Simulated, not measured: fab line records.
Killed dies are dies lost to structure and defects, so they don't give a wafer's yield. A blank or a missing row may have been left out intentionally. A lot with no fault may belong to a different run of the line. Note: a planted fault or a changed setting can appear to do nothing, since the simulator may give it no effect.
A sampling plan put to the test + flow sfq_line + one line in one fab, 29 faults in these records, each fault weighed on the records of the lots it struck
The plan consists of the line's own looks: route steps at which the wafer is read by a gauge or an inspection but not changed. A look can be judged if struck wafers have a number there and the file gives its usual mean and standard deviation on fault-free wafers. Caught: at a look after the fault's first step, the mean of the struck wafers lies 4 or more of those standard deviations (sigma) from the usual mean. On the tool: the same test on the tool's own readings at the fault's steps. A different recipe on the struck wafers counts as caught too, as does a record blank only for those wafers.

## THE FAULTS, as the simulator had put them in
1. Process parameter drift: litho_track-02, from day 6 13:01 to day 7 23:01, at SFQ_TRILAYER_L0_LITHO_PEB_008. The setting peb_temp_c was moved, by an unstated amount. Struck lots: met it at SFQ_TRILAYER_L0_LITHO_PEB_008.
2. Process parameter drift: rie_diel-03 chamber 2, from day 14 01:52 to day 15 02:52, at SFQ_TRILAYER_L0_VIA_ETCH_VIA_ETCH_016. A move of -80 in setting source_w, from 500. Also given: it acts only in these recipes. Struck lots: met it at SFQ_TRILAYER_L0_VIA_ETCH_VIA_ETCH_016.
3. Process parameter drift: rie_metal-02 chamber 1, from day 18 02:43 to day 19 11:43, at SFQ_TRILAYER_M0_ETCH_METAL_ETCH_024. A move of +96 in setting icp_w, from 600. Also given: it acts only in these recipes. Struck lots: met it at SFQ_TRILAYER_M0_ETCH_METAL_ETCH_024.
4. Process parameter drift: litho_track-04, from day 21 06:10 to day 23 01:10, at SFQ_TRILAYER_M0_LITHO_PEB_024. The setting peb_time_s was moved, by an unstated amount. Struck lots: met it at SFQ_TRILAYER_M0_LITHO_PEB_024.
5. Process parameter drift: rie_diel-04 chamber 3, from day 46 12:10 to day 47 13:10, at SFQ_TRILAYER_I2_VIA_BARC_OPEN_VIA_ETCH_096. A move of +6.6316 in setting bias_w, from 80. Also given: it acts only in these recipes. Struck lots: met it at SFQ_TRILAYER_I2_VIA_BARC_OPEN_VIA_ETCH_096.
6. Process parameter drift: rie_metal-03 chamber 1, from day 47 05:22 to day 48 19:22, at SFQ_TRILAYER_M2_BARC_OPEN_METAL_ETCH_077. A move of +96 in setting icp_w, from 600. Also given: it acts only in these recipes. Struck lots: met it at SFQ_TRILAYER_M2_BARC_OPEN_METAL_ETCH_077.
7. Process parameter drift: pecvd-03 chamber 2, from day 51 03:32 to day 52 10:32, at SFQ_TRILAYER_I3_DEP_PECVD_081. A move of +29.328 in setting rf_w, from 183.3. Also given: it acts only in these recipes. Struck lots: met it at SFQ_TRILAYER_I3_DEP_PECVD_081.
8. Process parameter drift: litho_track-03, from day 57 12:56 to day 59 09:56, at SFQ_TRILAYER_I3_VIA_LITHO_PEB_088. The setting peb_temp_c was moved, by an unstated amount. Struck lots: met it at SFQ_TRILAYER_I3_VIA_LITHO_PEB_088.
9. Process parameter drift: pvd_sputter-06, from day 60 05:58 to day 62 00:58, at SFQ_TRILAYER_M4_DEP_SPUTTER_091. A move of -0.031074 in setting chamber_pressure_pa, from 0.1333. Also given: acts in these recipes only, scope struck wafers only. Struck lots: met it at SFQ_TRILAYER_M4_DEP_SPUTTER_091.
10. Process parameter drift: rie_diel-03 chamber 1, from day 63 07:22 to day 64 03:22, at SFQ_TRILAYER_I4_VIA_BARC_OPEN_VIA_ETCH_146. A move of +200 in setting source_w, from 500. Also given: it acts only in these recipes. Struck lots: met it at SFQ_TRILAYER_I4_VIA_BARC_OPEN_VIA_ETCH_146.
11. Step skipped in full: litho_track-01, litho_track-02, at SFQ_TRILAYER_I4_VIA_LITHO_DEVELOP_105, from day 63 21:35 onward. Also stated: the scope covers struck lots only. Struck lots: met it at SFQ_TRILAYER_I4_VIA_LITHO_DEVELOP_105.
12. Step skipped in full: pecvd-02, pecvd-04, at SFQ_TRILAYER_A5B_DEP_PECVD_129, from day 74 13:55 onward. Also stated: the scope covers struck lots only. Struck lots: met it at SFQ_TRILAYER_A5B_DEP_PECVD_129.
13. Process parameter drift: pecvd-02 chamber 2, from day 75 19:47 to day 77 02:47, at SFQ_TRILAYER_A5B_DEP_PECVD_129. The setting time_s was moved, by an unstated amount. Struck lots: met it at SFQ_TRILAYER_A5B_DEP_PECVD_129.
14. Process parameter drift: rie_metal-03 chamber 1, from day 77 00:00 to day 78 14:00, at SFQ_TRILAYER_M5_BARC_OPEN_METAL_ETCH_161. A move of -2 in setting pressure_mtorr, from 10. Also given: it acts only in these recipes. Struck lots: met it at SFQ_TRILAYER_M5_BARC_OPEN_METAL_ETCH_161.
15. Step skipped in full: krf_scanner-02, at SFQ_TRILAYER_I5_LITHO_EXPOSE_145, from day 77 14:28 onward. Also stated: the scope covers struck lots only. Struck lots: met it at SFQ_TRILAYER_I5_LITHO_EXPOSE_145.
16. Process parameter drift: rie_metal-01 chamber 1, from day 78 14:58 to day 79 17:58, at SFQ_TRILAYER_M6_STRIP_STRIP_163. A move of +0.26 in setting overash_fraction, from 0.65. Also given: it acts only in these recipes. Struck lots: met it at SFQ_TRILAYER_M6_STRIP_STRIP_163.
17. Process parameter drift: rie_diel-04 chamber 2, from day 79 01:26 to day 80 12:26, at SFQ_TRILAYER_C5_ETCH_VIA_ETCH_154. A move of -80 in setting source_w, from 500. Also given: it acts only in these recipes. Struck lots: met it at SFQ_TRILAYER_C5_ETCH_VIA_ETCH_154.
18. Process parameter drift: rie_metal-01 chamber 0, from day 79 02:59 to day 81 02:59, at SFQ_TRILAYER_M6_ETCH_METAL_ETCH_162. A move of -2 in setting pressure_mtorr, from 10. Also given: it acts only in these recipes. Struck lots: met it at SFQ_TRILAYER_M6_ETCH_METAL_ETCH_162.
19. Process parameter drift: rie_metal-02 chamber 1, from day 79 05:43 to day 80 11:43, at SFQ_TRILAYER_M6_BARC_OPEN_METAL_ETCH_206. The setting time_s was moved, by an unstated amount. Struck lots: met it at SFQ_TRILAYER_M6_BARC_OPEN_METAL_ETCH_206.
20. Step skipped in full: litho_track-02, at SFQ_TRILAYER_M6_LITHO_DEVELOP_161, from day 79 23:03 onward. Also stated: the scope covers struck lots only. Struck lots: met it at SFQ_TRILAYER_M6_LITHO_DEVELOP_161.
21. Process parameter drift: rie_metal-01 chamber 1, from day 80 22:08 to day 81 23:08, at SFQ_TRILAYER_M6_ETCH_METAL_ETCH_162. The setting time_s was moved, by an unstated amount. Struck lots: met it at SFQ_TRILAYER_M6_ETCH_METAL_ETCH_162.
22. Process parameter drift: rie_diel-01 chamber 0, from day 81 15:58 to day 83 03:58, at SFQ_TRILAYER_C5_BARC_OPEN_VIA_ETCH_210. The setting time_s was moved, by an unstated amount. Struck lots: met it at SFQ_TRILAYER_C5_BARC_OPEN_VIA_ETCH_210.
23. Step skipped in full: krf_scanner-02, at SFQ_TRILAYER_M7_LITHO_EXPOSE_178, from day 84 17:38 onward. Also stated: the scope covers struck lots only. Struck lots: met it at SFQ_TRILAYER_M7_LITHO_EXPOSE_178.
24. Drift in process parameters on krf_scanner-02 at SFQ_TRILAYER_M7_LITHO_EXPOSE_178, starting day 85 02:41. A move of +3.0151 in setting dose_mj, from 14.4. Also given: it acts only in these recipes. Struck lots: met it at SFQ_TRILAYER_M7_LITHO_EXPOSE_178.
25. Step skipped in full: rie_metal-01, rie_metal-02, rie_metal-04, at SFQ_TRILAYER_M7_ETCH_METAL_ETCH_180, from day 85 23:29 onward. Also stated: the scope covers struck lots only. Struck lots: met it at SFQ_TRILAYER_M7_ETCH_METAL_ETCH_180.
26. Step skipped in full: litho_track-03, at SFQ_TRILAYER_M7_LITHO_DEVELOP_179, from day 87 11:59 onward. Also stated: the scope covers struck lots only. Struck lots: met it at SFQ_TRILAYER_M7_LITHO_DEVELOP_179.
27. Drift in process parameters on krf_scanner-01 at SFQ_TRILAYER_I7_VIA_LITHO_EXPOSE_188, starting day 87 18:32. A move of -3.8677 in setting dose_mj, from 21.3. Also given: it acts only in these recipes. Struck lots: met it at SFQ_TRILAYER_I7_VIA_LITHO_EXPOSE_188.
28. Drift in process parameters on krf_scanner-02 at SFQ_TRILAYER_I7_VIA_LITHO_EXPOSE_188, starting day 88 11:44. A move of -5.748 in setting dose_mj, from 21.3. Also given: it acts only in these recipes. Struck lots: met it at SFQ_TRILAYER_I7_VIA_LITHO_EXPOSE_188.
29. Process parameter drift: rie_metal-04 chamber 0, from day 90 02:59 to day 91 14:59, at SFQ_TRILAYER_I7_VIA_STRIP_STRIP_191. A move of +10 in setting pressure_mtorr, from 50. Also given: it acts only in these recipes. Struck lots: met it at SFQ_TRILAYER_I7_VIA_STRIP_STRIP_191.

## WHAT THE PLAN SAW
| fault | on the tool itself                               | first look that catches it                      | reading, sigma | median hours from its first step to that look | hours from the fault's start to the first struck lot there | judged looks passed uncaught |
|-------|--------------------------------------------------|-------------------------------------------------|----------------|-----------------------------------------------|------------------------------------------------------------|------------------------------|
| 1     | heater_power_total_W -12 sigma                   | no look after it can be judged                  | -              | -                                             | -                                                          | 0                            |
| 2     | rf_fwd_power_W -38 sigma                         | no look after it can be judged                  | -              | -                                             | -                                                          | 0                            |
| 3     | rf_fwd_power_W +50 sigma                         | no look after it can be judged                  | -              | -                                             | -                                                          | 0                            |
| 4     | heater_power_total_W +99 or beyond sigma         | none of the 2 looks that can be judged after it | -              | -                                             | -                                                          | 2                            |
| 5     | bias_w +28 sigma                                 | no look after it can be judged                  | -              | -                                             | -                                                          | 0                            |
| 6     | rf_fwd_power_W +29 sigma                         | no look after it can be judged                  | -              | -                                             | -                                                          | 0                            |
| 7     | rf_fwd_power_W +49 sigma                         | no look after it can be judged                  | -              | -                                             | -                                                          | 0                            |
| 8     | heater_power_total_W -45 sigma                   | no look after it can be judged                  | -              | -                                             | -                                                          | 0                            |
| 9     | chamber_pressure_pa -99 or beyond sigma          | no look after it can be judged                  | -              | -                                             | -                                                          | 0                            |
| 10    | rf_fwd_power_W +93 sigma                         | no look after it can be judged                  | -              | -                                             | -                                                          | 0                            |
| 11    | the tool's record is blank for the struck wafers | no look after it can be judged                  | -              | -                                             | -                                                          | 0                            |
| 12    | the tool's record is blank for the struck wafers | no look after it can be judged                  | -              | -                                             | -                                                          | 0                            |
| 13    | run_length_s +53 sigma                           | not the one look that can be judged after it    | -              | -                                             | -                                                          | 1                            |
| 14    | chamber_pressure_mTorr -99 or beyond sigma       | no look after it can be judged                  | -              | -                                             | -                                                          | 0                            |
| 15    | no reading that can be judged                    | no look after it can be judged                  | -              | -                                             | -                                                          | 0                            |
| 16    | under 2 sigma                                    | no look after it can be judged                  | -              | -                                             | -                                                          | 0                            |
| 17    | rf_fwd_power_W -39 sigma                         | no look after it can be judged                  | -              | -                                             | -                                                          | 0                            |
| 18    | chamber_pressure_mTorr -99 or beyond sigma       | not the one look that can be judged after it    | -              | -                                             | -                                                          | 1                            |
| 19    | oes_product_au +14 sigma                         | no look after it can be judged                  | -              | -                                             | -                                                          | 0                            |
| 20    | the tool's record is blank for the struck wafers | no look after it can be judged                  | -              | -                                             | -                                                          | 0                            |
| 21    | run_length_s +45 sigma                           | no look after it can be judged                  | -              | -                                             | -                                                          | 0                            |
| 22    | run_length_s +15 sigma                           | no look after it can be judged                  | -              | -                                             | -                                                          | 0                            |
| 23    | no reading that can be judged                    | no look after it can be judged                  | -              | -                                             | -                                                          | 0                            |
| 24    | exposure_dose_mJ_cm2 +99 or beyond sigma         | no look after it can be judged                  | -              | -                                             | -                                                          | 0                            |
| 25    | the tool's record is blank for the struck wafers | no look after it can be judged                  | -              | -                                             | -                                                          | 0                            |
| 26    | the tool's record is blank for the struck wafers | no look after it can be judged                  | -              | -                                             | -                                                          | 0                            |
| 27    | exposure_dose_mJ_cm2 -99 or beyond sigma         | no look after it can be judged                  | -              | -                                             | -                                                          | 0                            |
| 28    | exposure_dose_mJ_cm2 -99 or beyond sigma         | no look after it can be judged                  | -              | -                                             | -                                                          | 0                            |
| 29    | chamber_pressure_mTorr +99 or beyond sigma       | not the one look that can be judged after it    | -              | -                                             | -                                                          | 1                            |
Dash: fault not caught, or number not given in these records.

Caught at a look: 0 of 29. Caught on the tool: 26 of 29. By one or the other: 26 of 29.
Faults 1, 2, 3, 4, 5, 6, 7, 8, 9, 10, 11, 12, 13, 14, 17, 18, 19, 20, 21, 22, 24, 25, 26, 27, 28, 29 were caught on the tool alone.
Caught by neither: faults 15, 16, 23.
